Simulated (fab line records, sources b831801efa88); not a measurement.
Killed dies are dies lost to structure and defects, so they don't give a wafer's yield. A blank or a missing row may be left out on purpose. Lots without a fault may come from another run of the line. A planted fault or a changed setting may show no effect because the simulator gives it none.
A struck lot beside a sound one | flow sky130 | 43 steps out of a route of 708
Sound: wafers L865.1, L865.4, L865.5. Struck: wafers L877.3, L877.4, L877.6. The cause comes at the end.
At each step with rows: each side's tool, then ch and its chambers, then its first start. Under that, the readings that differ: sound wafers | struck wafers | difference of the means | sigmas: that difference in standard deviations of wafers without a fault.
alike: readings whose means differ by less than 2 such deviations, and words and numbers that are the same on both sides. not compared: withheld readings, readings that some wafer has no value for, bounds like >300 that may hide the same value, and numbers for which the record gives no deviation and whose values overlap.
The two part at a step that has a row with sigmas, a row that says differs or no value, or rows on one side only. Numbers that don't overlap but have no deviation are shown without sigmas and don't part them. A reading that every wafer of one side lacks parts them only if that side has two wafers or more.

first, 4 steps without rows for these wafers: SKY_METAL2_SOFTBAKE_11 (time 90 s); SKY_METAL2_EXPOSE_12 (exposes mask MM2, target cd 140 nm); SKY_METAL2_PEB_13; SKY_METAL2_DEVELOP_14 (develop time 60 s).
SKY_METAL2_CD_MEAS_15: target cd 140 nm.
  sound on cd_sem-02, day 35 06:19; struck on cd_sem-01, day 38 22:07
  alike: cd_nm
SKY_METAL2_OVL_MEAS_16:
  sound on overlay-01, day 35 06:26; struck on overlay-01, day 38 22:12
  alike: METAL2_OVL
then, 6 steps without rows for these wafers: SKY_METAL2_DESCUM_17 (chemistry O2, time 8 s); SKY_METAL2_ETCH_18 (etches BARC in N2/H2, stops on SiO2, time 45.9 s, target depth 60 nm); SKY_METAL2_METAL_ETCH_19 (etches the open film in Cl2/BCl3, stops on SiO2, target depth 360 nm, time 78 s); SKY_METAL2_STRIP_20 (strips in O2/N2); SKY_METAL2_STRIP_21 (strips in post etch residue remover, time 1200 s); SKY_METAL2_CLEAN_22 (cleans in IPA, time 180 s).
SKY_METAL2_CLEAN_23: cleans in O3/DIW.
  sound on wet_bench-04 ch 0, day 35 07:09; struck on wet_bench-03 ch 0, day 38 22:57
then, 1 step without rows for these wafers: SKY_VIA2_HDPCVD_00 (deposits SiO2, target thk 1180 nm, time 196.7 s).
SKY_VIA2_THK_MEAS_01:
  sound on film_metro-04, day 35 07:22; struck on film_metro-02, day 38 23:12
  alike: VIA2_HDPCVD_THK
then, 1 step without rows for these wafers: SKY_VIA2_CMP_02 (polishes SiO2).
SKY_VIA2_BOW_MEAS_03:
  sound on film_metro-03, day 35 07:44; struck on film_metro-03, day 38 23:35
  alike: VIA2_BOW
then, 8 steps without rows for these wafers: SKY_VIA2_DEHYDRATE_04 (time 60 s); SKY_VIA2_HMDS_05 (prime time 60 s); SKY_VIA2_COAT_06 (resist thk 60 nm); SKY_VIA2_COAT_07 (resist thk 450 nm); SKY_VIA2_SOFTBAKE_08 (time 90 s); SKY_VIA2_EXPOSE_09 (exposes mask VIM2, target cd 200 nm); SKY_VIA2_PEB_10; SKY_VIA2_DEVELOP_11 (develop time 60 s).
SKY_VIA2_CD_MEAS_12: target cd 200 nm.
  sound on cd_sem-02, day 36 10:07; struck on cd_sem-01, day 40 00:07
  alike: cd_nm
SKY_VIA2_OVL_MEAS_13:
  sound on overlay-01, day 36 10:14; struck on overlay-01, day 40 00:12
  alike: VIA2_OVL
SKY_VIA2_ETCH_14: etches BARC in N2/H2, stops on SiO2, time 45.9 s, target depth 60 nm.
  sound on rie_diel-02 ch 0,2,3, day 36 10:17; struck on rie_diel-01 ch 0,1,2, day 40 00:14
  alike: drypump_motor_current_A, oes_product_au, throttle_valve_pct
  not compared: rf_hours_counter_h
SKY_VIA2_ETCH_15: etches SiO2 in C4F8/O2/Ar, stops on TiN, target depth 546 nm, time 84 s.
  sound on rie_diel-02 ch 0,2,3, day 36 10:19; struck on rie_diel-01 ch 0,1,2, day 40 00:16
  alike: oes_product_au
  not compared: rf_hours_counter_h
then, 6 steps without rows for these wafers: SKY_VIA2_STRIP_16 (strips in O2/N2); SKY_VIA2_STRIP_17 (strips in post etch residue remover, time 1200 s); SKY_VIA2_CLEAN_18 (cleans in IPA, time 180 s); SKY_VIA2_CLEAN_19 (cleans in O3/DIW); SKY_VIA2_SPUTTER_20 (material TiN, target thk 20 nm, time 80 s); SKY_VIA2_CVD_21 (deposits W, target thk 420 nm, time 126.4 s).
SKY_VIA2_RS_MEAS_22: measures by four-point-probe.
  sound on film_metro-02, day 36 11:10; struck on film_metro-04, day 40 01:10
  alike: VIA2_W_RS
SKY_VIA2_THK_MEAS_23: measures by xrf.
  sound on film_metro-02, day 36 11:17; struck on film_metro-04, day 40 01:16
  alike: VIA2_W_THK
SKY_VIA2_CMP_24: polishes, stops on SiO2, t overpolish 20 s, target thk 0 nm.
  sound on cmp-01 ch 1,2,3, day 36 11:26; struck on cmp-02 ch 0,2, day 40 01:19
  alike: motor_current_A, overpolish_run_s, platen_rpm, time_to_endpoint_s
then, 1 step without rows for these wafers: SKY_METAL3_SPUTTER_00 (material Ti, target thk 15 nm, time 10 s).
SKY_METAL3_SPUTTER_01: material TiN, target thk 20 nm, time 16.7 s.
  sound on pvd_sputter-03, day 36 11:46; struck on pvd_sputter-03, day 40 01:38
  alike: throttle_valve_pct
then, 1 step without rows for these wafers: SKY_METAL3_SPUTTER_02 (material AlCu, target thk 735 nm, time 39.1 s).
SKY_METAL3_SPUTTER_03: material Ti, target thk 5 nm, time 3.3 s.
  sound on pvd_sputter-03, day 36 11:49; struck on pvd_sputter-03, day 40 01:41
  alike: throttle_valve_pct
-- the record jumps here: 9 days lie between the struck wafers' starts before and after (it left off in module METAL3 and takes up again in module PAD_OPEN, whose first step shown is number 708 of the route) --
SKY_PAD_OPEN_PROBE_99:
  sound on prober-02, day 45 21:55; struck on prober-02, day 48 15:03
  reading                               | sound            | struck            | difference | sigmas
  defect_limited_yield (%)              | 83.5 85.0 79.3   | 79.5 76.8 75.6    | -5.3       | -3
  killed_at_M0_to_M3                    | 37 33 53         | 62 72 72          | +28        | +4
  killed_dies                           | 81 74 102        | 101 114 120       | +26        | +3
  sort_bin_3_pad_short (%)              | 1.2 0.8 0.8      | 2.4 2.8 2.6       | +1.7       | +4
  sort_n_pass                           | 411 418 390      | 391 378 372       | -26        | -3
  sort_yield_pct (%)                    | 83.5 85.0 79.3   | 79.5 76.8 75.6    | -5.3       | -3
  model.etest.tester.sort_bin_3_pct (%) | 1.22 0.813 0.813 | 2.439 2.846 2.642 | +1.694     |
  alike: killed_at_M4_up, killed_at_contacts, killed_at_front_end, killed_at_other, killed_open, killed_short, sort_bin_5_function, sort_bin_6_memory
  not compared: model.etest.tester.sort_n_pass, model.etest.tester.sort_yield_pct, model.etest.tester.sort_bin_5_pct

WHERE THEY PART
Only at SKY_PAD_OPEN_PROBE_99, within this record.

WHY: what the simulator had put in
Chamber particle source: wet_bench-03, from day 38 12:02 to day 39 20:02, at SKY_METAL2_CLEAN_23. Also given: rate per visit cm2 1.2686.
